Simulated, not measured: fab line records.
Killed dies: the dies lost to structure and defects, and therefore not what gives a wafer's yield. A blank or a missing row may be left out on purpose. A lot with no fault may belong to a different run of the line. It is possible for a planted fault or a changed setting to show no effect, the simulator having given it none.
The tool behind it: which one? + flow gf180mcu + Sampling: 14 lots, 42 wafers, 5 of 602 route steps

== WHAT THE GAUGES READ, wafer by wafer ==
The record holds no reading of a measuring or inspecting step that can be judged against a usual standard deviation.

== EACH LOT AND THE TOOL THAT RAN IT (in order: tool; ch and the chambers of the sampled wafers; start) ==
| lot  | GF_M5_METAL_ETCH_10               | GF_V5_CMP_04                  | GF_V5_ETCH_17                                 | GF_TOP_METAL_SPUTTER_01      | GF_TOP_METAL_SPUTTER_02      |
|------|-----------------------------------|-------------------------------|-----------------------------------------------|------------------------------|------------------------------|
| L623 | rie_metal-02 ch 0, day 26 17:04   | cmp-01 ch 0,2, day 26 18:07   | rie_diel-03 ch 1,2,3, day 27 16:28 or earlier | pvd_sputter-04, day 27 16:28 | pvd_sputter-04, day 27 16:29 |
| L624 | rie_metal-01 ch 0,1, day 27 10:39 | cmp-01 ch 0,1, day 27 11:35   | rie_diel-01 ch 1,3, day 28 09:28 or earlier   | pvd_sputter-01, day 28 09:28 | pvd_sputter-01, day 28 09:30 |
| L625 | rie_metal-04 ch 0,1, day 27 13:12 | cmp-01 ch 0,2,3, day 27 14:13 | rie_diel-04 ch 0,1,2, day 28 12:32 or earlier | pvd_sputter-01, day 28 12:32 | pvd_sputter-01, day 28 12:35 |
| L626 | rie_metal-02 ch 0,1, day 27 22:54 | cmp-02 ch 0,1,3, day 27 23:59 | rie_diel-04 ch 2,3, day 28 21:58 or earlier   | pvd_sputter-03, day 28 21:58 | pvd_sputter-03, day 28 22:00 |
| L627 | rie_metal-01 ch 0,1, day 28 03:59 | cmp-01 ch 0,1, day 28 04:55   | rie_diel-04 ch 2,3, day 29 02:37 or earlier   | pvd_sputter-01, day 29 02:37 | pvd_sputter-01, day 29 02:38 |
| L628 | rie_metal-04 ch 0,1, day 28 11:58 | cmp-02 ch 0,1, day 28 12:56   | rie_diel-04 ch 0,3, day 29 10:39 or earlier   | pvd_sputter-04, day 29 10:39 | pvd_sputter-04, day 29 10:41 |
| L629 | rie_metal-01 ch 0,1, day 28 17:27 | cmp-02 ch 1,3, day 28 18:25   | rie_diel-04 ch 0,1,3, day 29 15:18 or earlier | pvd_sputter-03, day 29 15:18 | pvd_sputter-03, day 29 15:20 |
| L636 | rie_metal-04 ch 1, day 30 18:31   | cmp-01 ch 0,1,3, day 30 19:38 | rie_diel-03 ch 0,2, day 31 14:57 or earlier   | pvd_sputter-04, day 31 14:57 | pvd_sputter-04, day 31 14:59 |
| L638 | rie_metal-04 ch 1, day 31 01:57   | cmp-02 ch 0,1,2, day 31 03:46 | rie_diel-03 ch 1,2,3, day 31 23:20 or earlier | pvd_sputter-04, day 31 23:20 | pvd_sputter-04, day 31 23:22 |
| L637 | rie_metal-01 ch 0,1, day 31 02:54 | cmp-02 ch 2,3, day 31 04:19   | rie_diel-04 ch 0,1,3, day 31 23:44 or earlier | pvd_sputter-03, day 31 23:44 | pvd_sputter-03, day 31 23:47 |
| L639 | rie_metal-02 ch 0,1, day 31 16:17 | cmp-02 ch 2,3, day 31 17:13   | rie_diel-01 ch 0,2,3, day 32 12:20 or earlier | pvd_sputter-04, day 32 12:20 | pvd_sputter-04, day 32 12:22 |
| L641 | rie_metal-02 ch 0,1, day 32 09:23 | cmp-02 ch 0,1,2, day 32 11:08 | rie_diel-04 ch 1,2,3, day 33 05:21 or earlier | pvd_sputter-03, day 33 05:21 | pvd_sputter-03, day 33 05:23 |
| L642 | rie_metal-01 ch 0,1, day 32 11:41 | cmp-01 ch 1,2,3, day 32 12:56 | rie_diel-04 ch 0,3, day 33 06:46 or earlier   | pvd_sputter-01, day 33 06:46 | pvd_sputter-01, day 33 06:48 |
| L643 | rie_metal-01 ch 1, day 32 12:24   | cmp-01 ch 0,3, day 32 13:50   | rie_diel-01 ch 1,2,3, day 33 09:10 or earlier | pvd_sputter-03, day 33 09:10 | pvd_sputter-03, day 33 09:12 |
- GF_M5_METAL_ETCH_10: etches the open film in Cl2/BCl3, stops on SiO2, target depth 627.5 nm, time 104.6 s.
- GF_V5_CMP_04: polishes SiO2.
- GF_V5_ETCH_17: etches SiO2 in C4F8/O2/Ar, stops on TiN, target depth 855 nm.
- GF_TOP_METAL_SPUTTER_01: material TiN, target thk 30 nm, time 25 s.
- GF_TOP_METAL_SPUTTER_02: material AlCu, target thk 900 nm, time 47.82 s.

== WHAT THE TOOLS THEMSELVES READ (means of the sampled wafers that have a number; where no wafer has one, the mark that the record gives instead) ==
GF_M5_METAL_ETCH_10.
| lot  | tool         | drypump_motor_current_A (A) | he_backside_leak_sccm (sccm) | oes_product_au (a.u.) | throttle_valve_pct (%) |
|------|--------------|-----------------------------|------------------------------|-----------------------|------------------------|
| L623 | rie_metal-02 | 5.3                         | 3.28                         | 0.972                 | 28.256                 |
| L624 | rie_metal-01 | 5.8                         | 3.61                         | 0.970                 | 28.248                 |
| L625 | rie_metal-04 | 5.3                         | 3.40                         | 0.969                 | 28.251                 |
| L626 | rie_metal-02 | 5.5                         | 3.51                         | 0.973                 | 28.255                 |
| L627 | rie_metal-01 | 5.8                         | 3.45                         | 0.962                 | 28.264                 |
| L628 | rie_metal-04 | 5.2                         | 3.57                         | 0.971                 | 28.241                 |
| L629 | rie_metal-01 | 5.4                         | 3.51                         | 0.969                 | 28.263                 |
| L636 | rie_metal-04 | 5.0                         | 3.51                         | 0.967                 | 28.252                 |
| L638 | rie_metal-04 | 5.0                         | 3.51                         | 0.973                 | 28.248                 |
| L637 | rie_metal-01 | 5.8                         | 3.73                         | 0.975                 | 28.243                 |
| L639 | rie_metal-02 | 5.6                         | 3.46                         | 0.972                 | 28.257                 |
| L641 | rie_metal-02 | 5.4                         | 3.36                         | 0.968                 | 28.245                 |
| L642 | rie_metal-01 | 5.8                         | 3.49                         | 0.980                 | 28.247                 |
| L643 | rie_metal-01 | 5.1                         | 3.57                         | 0.970                 | 28.257                 |

GF_V5_CMP_04.
| lot  | tool   | motor_current_A (A) |
|------|--------|---------------------|
| L623 | cmp-01 | 11.8                |
| L624 | cmp-01 | 12.0                |
| L625 | cmp-01 | 12.4                |
| L626 | cmp-02 | 12.5                |
| L627 | cmp-01 | 11.9                |
| L628 | cmp-02 | 13.1                |
| L629 | cmp-02 | 11.3                |
| L636 | cmp-01 | 11.9                |
| L638 | cmp-02 | 12.4                |
| L637 | cmp-02 | 12.8                |
| L639 | cmp-02 | 12.8                |
| L641 | cmp-02 | 12.2                |
| L642 | cmp-01 | 12.6                |
| L643 | cmp-01 | 12.3                |

GF_V5_ETCH_17.
| lot  | tool        | oes_product_au (a.u.) |
|------|-------------|-----------------------|
| L623 | rie_diel-03 | 0.857                 |
| L624 | rie_diel-01 | 0.865                 |
| L625 | rie_diel-04 | 0.900                 |
| L626 | rie_diel-04 | 0.863                 |
| L627 | rie_diel-04 | 0.902                 |
| L628 | rie_diel-04 | 0.858                 |
| L629 | rie_diel-04 | 0.861                 |
| L636 | rie_diel-03 | 0.858                 |
| L638 | rie_diel-03 | 0.861                 |
| L637 | rie_diel-04 | 0.862                 |
| L639 | rie_diel-01 | 0.856                 |
| L641 | rie_diel-04 | 0.860                 |
| L642 | rie_diel-04 | 0.859                 |
| L643 | rie_diel-01 | 0.859                 |

GF_TOP_METAL_SPUTTER_01.
| lot  | tool           | throttle_valve_pct (%) |
|------|----------------|------------------------|
| L623 | pvd_sputter-04 | 30.5                   |
| L624 | pvd_sputter-01 | 30.7                   |
| L625 | pvd_sputter-01 | 30.8                   |
| L626 | pvd_sputter-03 | 29.4                   |
| L627 | pvd_sputter-01 | 31.0                   |
| L628 | pvd_sputter-04 | 29.9                   |
| L629 | pvd_sputter-03 | 30.0                   |
| L636 | pvd_sputter-04 | 30.8                   |
| L638 | pvd_sputter-04 | 30.3                   |
| L637 | pvd_sputter-03 | 29.2                   |
| L639 | pvd_sputter-04 | 30.4                   |
| L641 | pvd_sputter-03 | 30.7                   |
| L642 | pvd_sputter-01 | 31.4                   |
| L643 | pvd_sputter-03 | 30.4                   |

GF_TOP_METAL_SPUTTER_02.
| lot  | tool           | throttle_valve_pct (%) |
|------|----------------|------------------------|
| L623 | pvd_sputter-04 | 30.6                   |
| L624 | pvd_sputter-01 | 30.7                   |
| L625 | pvd_sputter-01 | 30.8                   |
| L626 | pvd_sputter-03 | 29.3                   |
| L627 | pvd_sputter-01 | 31.1                   |
| L628 | pvd_sputter-04 | 30.1                   |
| L629 | pvd_sputter-03 | 30.0                   |
| L636 | pvd_sputter-04 | 30.6                   |
| L638 | pvd_sputter-04 | 30.2                   |
| L637 | pvd_sputter-03 | 28.9                   |
| L639 | pvd_sputter-04 | 30.5                   |
| L641 | pvd_sputter-03 | 30.5                   |
| L642 | pvd_sputter-01 | 31.5                   |
| L643 | pvd_sputter-03 | 30.4                   |

== THE ANSWER, worked out from the rows above alone ==
Rule: usual is defined by the lots themselves. Put in order of their means at a reading, lots are off if they are a third of the lots or fewer, leave a main group of 4 or more, and stand apart from it by a gap of 3 or more times the standard deviation of the main group's means; of several such gaps the widest counts. A main group whose means are all the same, to the digits that the tables above print for the reading, isn't used. A lot without any number at a reading at which 4 lots or more have one is off too. The other lots that the step has rows for count as sound. After the gauges, taken in route order, come the tools' own readings; for these a lot's mean is taken, as printed above. At the first step where some lot is off, the reading lying furthest off is the one used; lots without a number count as furthest.
Off: L625, L627, at GF_V5_ETCH_17 (oes_product_au). The main group has a mean of 0.860 a.u. with a standard deviation of 0.0025.
If a tool, at that step or one of the process steps before it, ran each lot that is off and ran no sound lot following the first of them, it fits. With no start given for some of its lots, GF_V5_ETCH_17 uses the hours and lot order of GF_TOP_METAL_SPUTTER_01. Of those tried, none fits.

== WHAT THE SIMULATOR HAD PUT IN ==
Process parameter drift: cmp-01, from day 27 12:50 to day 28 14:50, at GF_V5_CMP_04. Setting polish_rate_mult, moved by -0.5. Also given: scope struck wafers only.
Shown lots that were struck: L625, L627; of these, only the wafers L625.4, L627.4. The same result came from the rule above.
